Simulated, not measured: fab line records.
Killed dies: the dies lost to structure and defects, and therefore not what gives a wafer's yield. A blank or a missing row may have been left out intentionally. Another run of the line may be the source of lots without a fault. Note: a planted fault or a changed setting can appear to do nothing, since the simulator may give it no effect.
One fault through the eyes of 2 desks    flow sfq line    only its own numbers are on each desk; what lay behind them is given at the end

== AT THE TOOL OWNER'S DESK: rie diel-04 ==
The tool's own readings at SFQ_TRILAYER_I1_VIA_BARC_OPEN_VIA_ETCH_071 (etches BARC in O2, target depth 125 nm, time 41.7 s): means of the sampled wafers that have a number, for each lot that ran on this tool. Marked OUT: a lot whose mean sits more than 4 standard deviations from the usual mean, which makes it out of limits; the brackets give that distance.
Columns: A = drypump motor current A at SFQ_TRILAYER_I1_VIA_BARC_OPEN_VIA_ETCH_071, usual 5.8 A; B = oes product au at SFQ_TRILAYER_I1_VIA_BARC_OPEN_VIA_ETCH_071, usual 0.685 a.u.
lot   first seen here  A    B
L415  day 26 12:07     6.0  0.682
L418  day 27 02:56     5.8  0.681
L421  day 34 14:10     5.8  0.680
L422  day 35 06:53     5.8  0.690
This desk's verdict: no lot among the 4 shows anything out of limits.

== THE METROLOGY DESK ==
Lot by lot, what the gauges showed, no matter which tool ran the lot: averages of those sampled wafers that carry a number. Marked OUT: a lot whose mean sits more than 4 standard deviations from the usual mean, which makes it out of limits; the brackets give that distance.
Columns: A = I1_BOW at SFQ_I1_BOW_MEAS_912, usual 4 um; B = I1_OVL at SFQ_I1_OVL_MEAS_913, usual -1 nm
lot   first seen here  A   B
L407  day 16 11:29     7   -5
L411  day 18 12:05     8   4
L415  day 20 22:55     0   6
L418  day 26 20:15     1   -2
L421  day 28 02:02     9   -0
L422  day 28 14:12     -4  -3
This desk's verdict: no lot among the 6 shows anything out of limits.

== BROUGHT TOGETHER ==
Nothing out of limits was seen by the tool owner's desk.
Nothing out of limits was seen by the metrology desk.

== WHAT THE SIMULATOR HAD INSERTED ==
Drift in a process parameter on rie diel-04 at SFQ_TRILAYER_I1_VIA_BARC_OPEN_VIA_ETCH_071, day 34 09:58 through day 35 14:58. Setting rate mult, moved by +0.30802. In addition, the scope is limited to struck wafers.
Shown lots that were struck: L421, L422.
